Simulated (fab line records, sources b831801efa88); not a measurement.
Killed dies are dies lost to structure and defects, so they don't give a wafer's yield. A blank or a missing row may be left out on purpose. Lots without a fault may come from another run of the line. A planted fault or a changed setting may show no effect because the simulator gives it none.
fab line records | flow sky130
record lots=24 wafers=72 last_day=50
route steps=708 shown VIA1@461 METAL2@499 VIA2@529 METAL3@533
lots that met no fault: from a run of the same line without faults
start_h: hours from the record's first day to the start of the lot's first wafer shown | wait_h: hours since the lot's step before | " the same as in the row above | L1.1+2: a row that stands for several wafers | - no value, or no start given | * or withheld: withheld | < > ~ a bound
route shown NAME@n: a module of which the file shows steps, and the number in the route of the first | usual: mean/standard deviation of fault-free wafers | same: alike in all rows | chamber/n: place in a boat | sites: the reading at each site | _std_site: their standard deviation | _edge_site: outer sites' mean less inner sites' | radius_mm: how far each site lies from the wafer's centre | mask NAME#n: copy n | behind: the tool/chamber that last shaped the wafer | hold: why the lot was held/for how many hours/how that ended | device: the transistor (n, p or np) that didn't switch | end of line: the same wafers' tests at the end of the route | a step without rows: its recipe alone | killed: dies lost to structure and defects at the first sort, not the wafer's yield | map: a wafer's dies, x killed, . not, _ none there
set.NAME: the setting as run; set.NAME@STEP: as run at that earlier step | model.NAME: the simulator's own value behind a step, which no gauge read
steps of the route over a sample of lots; a table a step, a row a wafer
services: from which hour (start_h, from the record's first day; less than 0 if before it) a tool's chamber was out of use, for how many hours, and why
## steps
# step SKY_VIA1_BOW_MEAS_03
# recipe mode=bow
# usual VIA1_BOW=79/6.9
# columns lot.wafer tool chamber start_h wait_h VIA1_BOW[um]
L074.1 film_metro-02 - 767.02 0.1 76
L074.2 " - " " 88
L074.3 " - " " 70
L075.3 film_metro-04 - 785.94 0.3 76
L075.4 " - " " 73
L075.5 " - " " 73
L076.1 film_metro-02 - 792.67 0.1 73
L076.2 " - " " 89
L076.4 " - " " 92
L077.4 film_metro-01 - 796.04 0.3 80
L077.5 " - " " 80
L077.6 " - " " 76
L078.1 film_metro-01 - 803.78 0.1 79
L078.2 " - " " 86
L078.4 " - " " 75
L079.2 film_metro-02 - 813.67 0.1 91
L079.4 " - " " 81
L079.6 " - " " 87
L080.1 film_metro-04 - 816.20 0.2 87
L080.3 " - " " 89
L080.4 " - " " 71
L081.2 film_metro-04 - 827.23 0.1 85
L081.5 " - " " 78
L081.6 " - " " 71
L082.2 film_metro-04 - 840.07 0.2 72
L082.3 " - " " 86
L082.6 " - " " 62
L083.1 film_metro-02 - 840.98 0.2 79
L083.4 " - " " 83
L083.5 " - " " 74
L084.1 film_metro-01 - 848.62 0.1 78
L084.4 " - " " 89
L084.6 " - " " 84
L085.1 film_metro-01 - 857.77 0.1 79
L085.3 " - " " 89
L085.6 " - " " 75
L086.2 film_metro-02 - 864.02 0.1 73
L086.5 " - " " 68
L086.6 " - " " 80
L087.2 film_metro-02 - 870.84 0.2 80
L087.4 " - " " 86
L087.5 " - " " 81
L088.1 film_metro-01 - 877.89 0.1 77
L088.3 " - " " 74
L088.4 " - " " 75
L089.2 film_metro-01 - 889.74 0.3 84
L089.3 " - " " 81
L089.4 " - " " 62
L090.3 film_metro-01 - 893.06 0.2 79
L090.5 " - " " 81
L090.6 " - " " 70
L091.2 film_metro-02 - 898.76 0.1 85
L091.4 " - " " 79
L091.5 " - " " 79
L092.1 film_metro-02 - 903.61 0.1 86
L092.2 " - " " 82
L092.4 " - " " 90
L093.2 film_metro-02 - 906.69 0.2 88
L093.3 " - " " 81
L093.5 " - " " 87
L094.1 film_metro-04 - 914.72 0.1 81
L094.2 " - " " 73
L094.6 " - " " 85
L095.1 film_metro-04 - 920.37 0.2 87
L095.2 " - " " 82
L095.3 " - " " 71
L096.3 film_metro-02 - 926.21 0.2 82
L096.4 " - " " 76
L096.5 " - " " 88
L097.3 film_metro-04 - 935.84 0.3 86
L097.4 " - " " 77
L097.5 " - " " 78
# step SKY_METAL2_OVL_MEAS_16
# usual METAL2_OVL=3/4.6
# columns lot.wafer tool chamber start_h wait_h METAL2_OVL[nm]
L074.1 overlay-02 - 821.64 0.1 1
L074.2 " - " " 13
L074.3 " - " " 3
L075.3 overlay-01 - 841.54 0.1 2
L075.4 " - " " 6
L075.5 " - " " 9
L076.1 overlay-01 - 846.94 0.1 -3
L076.2 " - " " 3
L076.4 " - " " 7
L077.4 overlay-02 - 849.55 0.1 4
L077.5 " - " " -1
L077.6 " - " " 6
L078.1 overlay-01 - 856.83 0.1 2
L078.2 " - " " 7
L078.4 " - " " 8
L079.2 overlay-01 - 866.83 0.1 0
L079.4 " - " " 5
L079.6 " - " " 1
L080.1 overlay-01 - 869.60 0.1 7
L080.3 " - " " 7
L080.4 " - " " 6
L081.2 overlay-01 - 881.28 0.1 7
L081.5 " - " " 2
L081.6 " - " " 10
L082.2 overlay-01 - 892.68 0.1 6
L082.3 " - " " -2
L082.6 " - " " 6
L083.1 overlay-01 - 893.03 0.1 4
L083.4 " - " " -7
L083.5 " - " " 6
L084.1 overlay-02 - 901.03 0.1 4
L084.4 " - " " 2
L084.6 " - " " 6
L085.1 overlay-01 - 909.74 0.1 6
L085.3 " - " " 4
L085.6 " - " " -3
L086.2 overlay-02 - 916.09 0.1 10
L086.5 " - " " 6
L086.6 " - " " 12
L087.2 overlay-01 - 922.45 0.1 -2
L087.4 " - " " 2
L087.5 " - " " 0
L088.1 overlay-02 - 930.03 0.1 4
L088.3 " - " " 5
L088.4 " - " " 7
L089.2 overlay-02 - 941.13 0.1 9
L089.3 " - " " 6
L089.4 " - " " 6
L090.3 overlay-01 - 944.90 0.1 -1
L090.5 " - " " -1
L090.6 " - " " -7
L091.2 overlay-01 - 951.05 0.1 -2
L091.4 " - " " 4
L091.5 " - " " 4
L092.1 overlay-01 - 956.34 0.1 -3
L092.2 " - " " -4
L092.4 " - " " 9
L093.2 overlay-01 - 958.80 0.1 -1
L093.3 " - " " 0
L093.5 " - " " 5
L094.1 overlay-02 - 966.39 0.1 6
L094.2 " - " " 4
L094.6 " - " " 2
L095.1 overlay-01 - 972.18 0.1 0
L095.2 " - " " 1
L095.3 " - " " 5
L096.3 overlay-02 - 978.40 0.1 10
L096.4 " - " " 1
L096.5 " - " " 9
L097.3 overlay-02 - 987.40 0.1 5
L097.4 " - " " -5
L097.5 " - " " 8
# step SKY_VIA2_RS_MEAS_22
# recipe thk_meas_gauge=four-point-probe reads=W_of_VIA2_CVD_21+TiN_of_VIA2_SPUTTER_20
# usual VIA2_W_RS=0.2727/0.0027
# columns lot.wafer tool chamber start_h wait_h VIA2_W_RS[ohm/sq]
L074.1 film_metro-01 - 849.86 0.1 0.2786
L074.2 " - " " 0.2787
L074.3 " - " " 0.2788
L075.3 film_metro-03 - 869.24 0.1 0.2718
L075.4 " - " " 0.2699
L075.5 " - " " 0.2720
L076.1 film_metro-01 - 875.27 0.1 0.2745
L076.2 " - " " 0.2783
L076.4 " - " " 0.2759
L077.4 film_metro-01 - 877.41 0.1 0.2693
L077.5 " - " " 0.2703
L077.6 " - " " 0.2689
L078.1 film_metro-04 - 884.57 0.1 0.2769
L078.2 " - " " 0.2761
L078.4 " - " " 0.2755
L079.2 film_metro-04 - 895.22 0.1 0.2711
L079.4 " - " " 0.2724
L079.6 " - " " 0.2752
L080.1 film_metro-03 - 897.16 0.1 0.2764
L080.3 " - " " 0.2710
L080.4 " - " " 0.2701
L081.2 film_metro-04 - 909.14 0.1 0.2718
L081.5 " - " " 0.2707
L081.6 " - " " 0.2748
L082.2 film_metro-03 - 920.17 0.1 0.2749
L082.3 " - " " 0.2732
L082.6 " - " " 0.2722
L083.1 film_metro-01 - 920.46 0.1 0.2722
L083.4 " - " " 0.2733
L083.5 " - " " 0.2745
L084.1 film_metro-04 - 928.61 0.1 0.2741
L084.4 " - " " 0.2746
L084.6 " - " " 0.2722
L085.1 film_metro-03 - 937.00 0.1 0.2721
L085.3 " - " " 0.2699
L085.6 " - " " 0.2670
L086.2 film_metro-03 - 944.24 0.1 0.2741
L086.5 " - " " 0.2696
L086.6 " - " " 0.2710
L087.2 film_metro-04 - 950.02 0.1 0.2763
L087.4 " - " " 0.2730
L087.5 " - " " 0.2730
L088.1 film_metro-03 - 958.17 0.1 0.2746
L088.3 " - " " 0.2716
L088.4 " - " " 0.2749
L089.2 film_metro-04 - 969.19 0.1 0.2750
L089.3 " - " " 0.2758
L089.4 " - " " 0.2738
L090.3 film_metro-03 - 972.70 0.1 0.2706
L090.5 " - " " 0.2709
L090.6 " - " " 0.2700
L091.2 film_metro-03 - 978.06 0.1 0.2689
L091.4 " - " " 0.2703
L091.5 " - " " 0.2691
L092.1 film_metro-01 - 983.26 0.1 0.2751
L092.2 " - " " 0.2704
L092.4 " - " " 0.2694
L093.2 film_metro-01 - 985.93 0.1 0.2711
L093.3 " - " " 0.2689
L093.5 " - " " 0.2752
L094.1 film_metro-04 - 993.17 0.1 0.2713
L094.2 " - " " 0.2734
L094.6 " - " " 0.2706
L095.1 film_metro-01 - 998.36 0.1 0.2705
L095.2 " - " " 0.2683
L095.3 " - " " 0.2723
L096.3 film_metro-03 - 1003.75 0.1 0.2735
L096.4 " - " " 0.2691
L096.5 " - " " 0.2697
L097.3 film_metro-01 - 1013.10 0.1 0.2706
L097.4 " - " " 0.2720
L097.5 " - " " 0.2754
# step SKY_VIA2_THK_MEAS_23
# recipe thk_meas_gauge=xrf reads=W_of_VIA2_CVD_21
# usual VIA2_W_THK=449/6.2
# columns lot.wafer tool chamber start_h wait_h VIA2_W_THK[nm]
L074.1 film_metro-01 - 849.98 0.1 441
L074.2 " - " " 438
L074.3 " - " " 438
L075.3 film_metro-03 - 869.34 0.1 448
L075.4 " - " " 450
L075.5 " - " " 450
L076.1 film_metro-01 - 875.39 0.1 443
L076.2 " - " " 437
L076.4 " - " " 439
L077.4 film_metro-01 - 877.50 0.1 449
L077.5 " - " " 449
L077.6 " - " " 448
L078.1 film_metro-04 - 884.69 0.1 445
L078.2 " - " " 440
L078.4 " - " " 442
L079.2 film_metro-04 - 895.33 0.1 455
L079.4 " - " " 455
L079.6 " - " " 447
L080.1 film_metro-03 - 897.28 0.1 441
L080.3 " - " " 456
L080.4 " - " " 454
L081.2 film_metro-04 - 909.25 0.1 458
L081.5 " - " " 457
L081.6 " - " " 452
L082.2 film_metro-03 - 920.28 0.1 441
L082.3 " - " " 445
L082.6 " - " " 448
L083.1 film_metro-01 - 920.58 0.1 455
L083.4 " - " " 453
L083.5 " - " " 448
L084.1 film_metro-04 - 928.73 0.1 449
L084.4 " - " " 449
L084.6 " - " " 455
L085.1 film_metro-03 - 937.12 0.1 451
L085.3 " - " " 451
L085.6 " - " " 460
L086.2 film_metro-03 - 944.35 0.1 449
L086.5 " - " " 451
L086.6 " - " " 449
L087.2 film_metro-04 - 950.13 0.1 450
L087.4 " - " " 457
L087.5 " - " " 454
L088.1 film_metro-03 - 958.29 0.1 450
L088.3 " - " " 445
L088.4 " - " " 442
L089.2 film_metro-04 - 969.30 0.1 450
L089.3 " - " " 448
L089.4 " - " " 449
L090.3 film_metro-03 - 972.80 0.1 446
L090.5 " - " " 444
L090.6 " - " " 450
L091.2 film_metro-03 - 978.17 0.1 447
L091.4 " - " " 449
L091.5 " - " " 451
L092.1 film_metro-01 - 983.38 0.1 445
L092.2 " - " " 452
L092.4 " - " " 459
L093.2 film_metro-01 - 986.04 0.1 453
L093.3 " - " " 455
L093.5 " - " " 447
L094.1 film_metro-04 - 993.29 0.1 461
L094.2 " - " " 461
L094.6 " - " " 467
L095.1 film_metro-01 - 998.48 0.1 453
L095.2 " - " " 461
L095.3 " - " " 453
L096.3 film_metro-03 - 1003.85 0.1 441
L096.4 " - " " 448
L096.5 " - " " 447
L097.3 film_metro-01 - 1013.20 0.1 452
L097.4 " - " " 449
L097.5 " - " " 447
# step SKY_METAL3_SPUTTER_01
# recipe material=TiN target_thk_nm=20 power_w=6500 time_s=16.7 chamber_pressure_pa=0.4
# usual throttle_valve_pct=30.0/1
# columns lot.wafer tool chamber start_h wait_h throttle_valve_pct
L074.1 pvd_sputter-04 - 850.36 0.0 29.2
L074.2 " - " " 30.1
L074.3 " - " " 31.0
L075.3 pvd_sputter-02 - 869.70 0.0 31.2
L075.4 " - " " 29.5
L075.5 " - " " 28.9
L076.1 pvd_sputter-02 - 875.77 0.0 29.3
L076.2 " - " " 29.3
L076.4 " - " " 31.2
L077.4 pvd_sputter-04 - 877.85 0.0 29.0
L077.5 " - " " 29.5
L077.6 " - " " 31.5
L078.1 pvd_sputter-02 - 885.08 0.0 31.4
L078.2 " - " " 28.7
L078.4 " - " " 29.3
L079.2 pvd_sputter-02 - 895.70 0.0 29.5
L079.4 " - " " 29.3
L079.6 " - " " 29.5
L080.1 pvd_sputter-01 - 897.66 0.0 32.2
L080.3 " - " " 29.3
L080.4 " - " " 29.9
L081.2 pvd_sputter-02 - 909.62 0.0 28.8
L081.5 " - " " 28.8
L081.6 " - " " 29.2
L082.2 pvd_sputter-01 - 920.65 0.0 32.3
L082.3 " - " " 30.9
L082.6 " - " " 29.3
L083.1 pvd_sputter-04 - 920.96 0.0 29.6
L083.4 " - " " 29.2
L083.5 " - " " 29.2
L084.1 pvd_sputter-04 - 929.15 0.0 31.3
L084.4 " - " " 29.9
L084.6 " - " " 29.3
L085.1 pvd_sputter-02 - 937.50 0.0 29.1
L085.3 " - " " 29.4
L085.6 " - " " 31.2
L086.2 pvd_sputter-02 - 944.84 0.0 29.5
L086.5 " - " " 31.3
L086.6 " - " " 29.3
L087.2 pvd_sputter-01 - 950.55 0.0 29.2
L087.4 " - " " 29.8
L087.5 " - " " 30.9
L088.1 pvd_sputter-02 - 958.67 0.0 31.4
L088.3 " - " " 29.4
L088.4 " - " " 29.5
L089.2 pvd_sputter-01 - 969.67 0.0 30.9
L089.3 " - " " 31.9
L089.4 " - " " 29.6
L090.3 pvd_sputter-04 - 973.16 0.0 30.1
L090.5 " - " " 30.0
L090.6 " - " " 29.4
L091.2 pvd_sputter-02 - 978.54 0.0 31.0
L091.4 " - " " 29.2
L091.5 " - " " 28.8
L092.1 pvd_sputter-01 - 983.76 0.0 29.4
L092.2 " - " " 32.0
L092.4 " - " " 30.8
L093.2 pvd_sputter-02 - 986.41 0.0 29.3
L093.3 " - " " 29.1
L093.5 " - " " 29.5
L094.1 pvd_sputter-02 - 993.67 0.0 30.9
L094.2 " - " " 29.5
L094.6 " - " " 29.5
L095.1 pvd_sputter-02 - 998.86 0.0 29.5
L095.2 " - " " 29.4
L095.3 " - " " 28.9
L096.3 pvd_sputter-04 - 1004.21 0.0 29.2
L096.4 " - " " 30.6
L096.5 " - " " 31.6
L097.3 pvd_sputter-02 - 1013.56 0.0 29.5
L097.4 " - " " 29.2
L097.5 " - " " 31.0
# step SKY_METAL3_SPUTTER_02
# recipe material=AlCu target_thk_nm=735 power_w=10600 time_s=39.1 chamber_pressure_pa=0.4
# usual throttle_valve_pct=30.0/1
# columns lot.wafer tool chamber start_h wait_h throttle_valve_pct
L074.1 pvd_sputter-04 - 850.39 0.0 29.3
L074.2 " - " " 30.1
L074.3 " - " " 30.5
L075.3 pvd_sputter-02 - 869.72 0.0 31.1
L075.4 " - " " 29.6
L075.5 " - " " 28.6
L076.1 pvd_sputter-02 - 875.80 0.0 29.4
L076.2 " - " " 29.2
L076.4 " - " " 31.0
L077.4 pvd_sputter-04 - 877.87 0.0 29.1
L077.5 " - " " 29.1
L077.6 " - " " 31.7
L078.1 pvd_sputter-02 - 885.10 0.0 31.0
L078.2 " - " " 28.9
L078.4 " - " " 29.3
L079.2 pvd_sputter-02 - 895.72 0.0 29.3
L079.4 " - " " 29.3
L079.6 " - " " 29.5
L080.1 pvd_sputter-01 - 897.69 0.0 32.2
L080.3 " - " " 29.2
L080.4 " - " " 29.7
L081.2 pvd_sputter-02 - 909.64 0.0 28.9
L081.5 " - " " 29.1
L081.6 " - " " 29.4
L082.2 pvd_sputter-01 - 920.68 0.0 32.1
L082.3 " - " " 31.3
L082.6 " - " " 29.5
L083.1 pvd_sputter-04 - 920.99 0.0 30.0
L083.4 " - " " 29.4
L083.5 " - " " 29.3
L084.1 pvd_sputter-04 - 929.18 0.0 31.5
L084.4 " - " " 29.8
L084.6 " - " " 29.0
L085.1 pvd_sputter-02 - 937.53 0.0 29.2
L085.3 " - " " 29.4
L085.6 " - " " 31.2
L086.2 pvd_sputter-02 - 944.87 0.0 29.4
L086.5 " - " " 30.9
L086.6 " - " " 29.3
L087.2 pvd_sputter-01 - 950.58 0.0 29.1
L087.4 " - " " 29.8
L087.5 " - " " 30.9
L088.1 pvd_sputter-02 - 958.69 0.0 31.1
L088.3 " - " " 29.5
L088.4 " - " " 29.5
L089.2 pvd_sputter-01 - 969.69 0.0 30.8
L089.3 " - " " 32.2
L089.4 " - " " 30.1
L090.3 pvd_sputter-04 - 973.18 0.0 30.3
L090.5 " - " " 30.1
L090.6 " - " " 29.3
L091.2 pvd_sputter-02 - 978.57 0.0 30.9
L091.4 " - " " 29.4
L091.5 " - " " 28.7
L092.1 pvd_sputter-01 - 983.79 0.0 29.1
L092.2 " - " " 32.2
L092.4 " - " " 30.8
L093.2 pvd_sputter-02 - 986.43 0.0 29.4
L093.3 " - " " 29.5
L093.5 " - " " 29.6
L094.1 pvd_sputter-02 - 993.69 0.0 31.1
L094.2 " - " " 29.4
L094.6 " - " " 29.4
L095.1 pvd_sputter-02 - 998.89 0.0 29.6
L095.2 " - " " 29.5
L095.3 " - " " 29.1
L096.3 pvd_sputter-04 - 1004.24 0.0 29.1
L096.4 " - " " 30.4
L096.5 " - " " 31.3
L097.3 pvd_sputter-02 - 1013.59 0.0 29.4
L097.4 " - " " 29.5
L097.5 " - " " 30.8
## services
# columns tool chamber start_h hours kind
pvd_sputter-01 2 837.55 - consumable_replace:kit
pvd_sputter-01 2 837.55 18.0 scheduled_down
pvd_sputter-01 2 837.55 18.0 vent_cycle
pvd_sputter-02 - 908.89 0.5 repair
pvd_sputter-04 - 911.27 3.2 repair
pvd_sputter-04 1 929.28 - consumable_replace:kit
pvd_sputter-04 1 929.28 18.0 scheduled_down
pvd_sputter-04 1 929.28 18.0 vent_cycle
pvd_sputter-02 2 930.04 - consumable_replace:kit
pvd_sputter-02 2 930.04 18.0 scheduled_down
pvd_sputter-02 2 930.04 18.0 vent_cycle
pvd_sputter-02 - 947.51 4.0 repair
pvd_sputter-01 - 981.76 1.7 repair
pvd_sputter-04 - 1011.22 2.6 repair
## key
fault none
